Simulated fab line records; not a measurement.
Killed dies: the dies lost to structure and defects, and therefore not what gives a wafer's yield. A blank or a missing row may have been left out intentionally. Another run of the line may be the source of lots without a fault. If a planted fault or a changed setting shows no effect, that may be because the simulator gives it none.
Matching of chambers ; flow gf180mcu ; pecvd-03 running GF_V2_CVD_02: 3 sister chambers
The step deposits SiO2 from TEOS, target thk 850 nm, time 94.851 s. 3 wafers are shown with their chamber, then 7 later ones without.

## WAFERS WITH THEIR CHAMBER
wafer;chamber;heaterPowerW (W)
L081.4;0;555
L093.3;1;434
L093.4;2;515

## WAFERS MISSING THEIR CHAMBER
wafer;heaterPowerW (W)
L093.6;563
L096.2;623
L096.3;505
L096.4;422
L097.1;592
L097.2;455
L097.6;504

## WHICH CHAMBER EACH WENT THROUGH
wafer;from the rows above;in truth
L093.6;can't be placed: 0 or 2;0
L096.2;can't be placed: 0 or 2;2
L096.3;can't be placed: 2 or 0 or 1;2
L096.4;1;1
L097.1;can't be placed: 0 or 2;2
L097.2;can't be placed: 1 or 2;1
L097.6;can't be placed: 2 or 0 or 1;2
Correctly placed: 1 of 7. These rows do not allow placing 6 (true chamber among the candidates in 6). Placed wrongly: 0.
How it was worked out, from the rows above alone: a wafer's distance from a chamber is the root of the sum, over the readings, of the square of ((its reading less the chamber's mean) divided by the reading's scatter). The wafer belongs to the nearest chamber; if the next one is less than 2 further off, it can't be placed. A chamber's mean is the mean of its shown wafers. The scatter: with one shown wafer a chamber, the root of the mean of the squares of how far each hidden wafer lies from its nearest shown one.
